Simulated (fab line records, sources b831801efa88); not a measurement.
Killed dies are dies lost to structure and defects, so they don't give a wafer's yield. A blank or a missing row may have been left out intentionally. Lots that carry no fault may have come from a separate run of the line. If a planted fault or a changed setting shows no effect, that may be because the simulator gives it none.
The tool behind it: which one?    flow sky130    30 wafers from 10 lots sampled at 5 of the route's 708 steps

== WHAT THE GAUGES SHOWED, per wafer ==
SKY_VIA2_RS_MEAS_22: uses a four-point probe to measure. Usual: for VIA2_W_RS the level is 0.274 ohm/sq and the standard deviation is 0.0033.
lot   measured      on            VIA2_W_RS (ohm/sq)  flag
L812  day 37 06:27  filmMetro-03  0.277 0.275 0.271   
L815  day 38 08:49  filmMetro-03  0.272 0.275 0.271   
L818  day 39 04:53  filmMetro-01  0.277 0.274 0.275   
L819  day 39 06:39  filmMetro-02  0.275 0.276 0.277   
L825  day 41 15:43  filmMetro-01  0.278 0.271 0.279   
L829  day 43 02:10  filmMetro-03  0.274 0.272 0.273   
L830  day 43 08:05  filmMetro-01  0.278 0.272 0.276   
L831  day 43 10:27  filmMetro-02  0.273 0.271 0.269   
L832  day 43 16:50  filmMetro-01  0.273 0.271 0.275   
L834  day 43 18:58  filmMetro-01  0.276 0.275 0.271   

SKY_CAPM_RS_MEAS_03: uses a four-point probe to measure. Usual: for CAPM_TIN_RS the level is 6.94 ohm/sq and the standard deviation is 0.076.
lot   measured      on            CAPM_TIN_RS (ohm/sq)  flag
L812  day 37 07:16  filmMetro-03  6.89 6.86 6.86        
L815  day 38 09:39  filmMetro-02  6.92 6.94 6.82        
L818  day 39 05:59  filmMetro-03  6.99 6.92 14.34       OFF
L819  day 39 07:29  filmMetro-03  6.95 6.95 6.90        
L825  day 41 16:32  filmMetro-03  6.81 6.86 6.85        
L829  day 43 03:00  filmMetro-02  6.98 7.06 6.93        
L830  day 43 08:55  filmMetro-02  6.99 6.87 7.08        
L831  day 43 11:17  filmMetro-04  6.94 7.06 7.02        
L832  day 43 17:41  filmMetro-03  7.01 6.99 7.03        
L834  day 43 19:47  filmMetro-04  6.78 6.81 6.79        

SKY_CAPM_THK_MEAS_04: measures by xrf. Usual: for CAPM_TIN_THK the level is 198.0 nm and the standard deviation is 2.2.
lot   measured      on            CAPM_TIN_THK (nm)  flag
L812  day 37 07:23  filmMetro-03  198.2 199.4 200.6  
L815  day 38 09:45  filmMetro-02  197.4 197.6 201.2  
L818  day 39 06:05  filmMetro-03  198.1 199.5 98.3   OFF
L819  day 39 07:36  filmMetro-03  198.6 199.0 199.4  
L825  day 41 16:38  filmMetro-03  202.5 200.1 200.8  
L829  day 43 03:07  filmMetro-02  196.4 194.9 198.1  
L830  day 43 09:02  filmMetro-02  195.8 199.4 194.2  
L831  day 43 11:24  filmMetro-04  198.2 195.1 196.4  
L832  day 43 17:46  filmMetro-03  197.3 197.5 196.0  
L834  day 43 19:54  filmMetro-04  203.0 202.8 203.4  

== WHAT TOOL EACH LOT RAN ON (gives the tool, then ch and the chambers of the sampled wafers, and finally the start) ==
lot   SKY_METAL3_SPUTTER_02        SKY_CAPM_SPUTTER_02
L812  pvdSputter-02, day 37 06:59  pvdSputter-03, day 37 07:10
L815  pvdSputter-01, day 38 09:19  pvdSputter-03, day 38 09:30
L818  pvdSputter-02, day 39 05:39  pvdSputter-03, day 39 05:50
L819  pvdSputter-01, day 39 07:11  pvdSputter-02, day 39 07:22
L825  pvdSputter-01, day 41 16:13  pvdSputter-02, day 41 16:24
L829  pvdSputter-01, day 43 02:42  pvdSputter-03, day 43 02:53
L830  pvdSputter-01, day 43 08:37  pvdSputter-03, day 43 08:49
L831  pvdSputter-04, day 43 10:58  pvdSputter-03, day 43 11:10
L832  pvdSputter-02, day 43 17:20  pvdSputter-03, day 43 17:31
L834  pvdSputter-02, day 43 19:29  pvdSputter-01, day 43 19:40
- SKY_METAL3_SPUTTER_02: material AlCu, target thk 735 nm, time 39.1 s.
- SKY_CAPM_SPUTTER_02: material TiN, target thk 200 nm, time 166.7 s.

== WHAT THE TOOLS THEMSELVES READ (means of the sampled wafers that have a number; where no wafer has one, the mark that the record gives instead) ==
SKY_METAL3_SPUTTER_02. Usual: throttleValvePct reads 29.9 % (standard deviation 0.99).
lot   tool           throttleValvePct (%)  flag
L812  pvdSputter-02  29.7                  
L815  pvdSputter-01  30.4                  
L818  pvdSputter-02  30.2                  
L819  pvdSputter-01  29.9                  
L825  pvdSputter-01  29.1                  
L829  pvdSputter-01  29.9                  
L830  pvdSputter-01  29.4                  
L831  pvdSputter-04  30.0                  
L832  pvdSputter-02  30.3                  
L834  pvdSputter-02  30.3                  

SKY_CAPM_SPUTTER_02. Usual: susceptorTempC 299.97 C, standard deviation 0.2; throttleValvePct 29.7 %, standard deviation 1.2.
lot   tool           susceptorTempC (C)  throttleValvePct (%)  flag
L812  pvdSputter-03  300.01              30.7                  
L815  pvdSputter-03  300.14              29.6                  
L818  pvdSputter-03  299.81              30.0                  
L819  pvdSputter-02  300.12              31.1                  
L825  pvdSputter-02  300.05              28.6                  
L829  pvdSputter-03  300.12              29.8                  
L830  pvdSputter-03  300.05              28.8                  
L831  pvdSputter-03  300.15              29.6                  
L832  pvdSputter-03  300.03              30.0                  
L834  pvdSputter-01  299.74              29.3                  

== THE ANSWER, worked out from the rows above alone ==
Rule: take the mean of a lot's wafers that have a number; if it is more than 3 standard deviations from the usual mean, the lot is off. A lot without any number at a reading at which 4 lots or more have one is off too. The other lots that the step has rows for count as sound. Order of review: gauges by route order, followed by the tools' own readings, for which a lot's mean as printed above is used. At the first step where some lot is off, the reading lying furthest off is the one used; lots without a number count as furthest.
Off: L818, seen at SKY_CAPM_RS_MEAS_03 (CAPM_TIN_RS).
A tool fits if, at a process step before that reading, it ran every lot that is off, and no sound lot after the first of them. The gauges at SKY_CAPM_RS_MEAS_03 are tried like those tools. Not one of the candidates tried fits.

== WHAT THE SIMULATOR HAD INSERTED ==
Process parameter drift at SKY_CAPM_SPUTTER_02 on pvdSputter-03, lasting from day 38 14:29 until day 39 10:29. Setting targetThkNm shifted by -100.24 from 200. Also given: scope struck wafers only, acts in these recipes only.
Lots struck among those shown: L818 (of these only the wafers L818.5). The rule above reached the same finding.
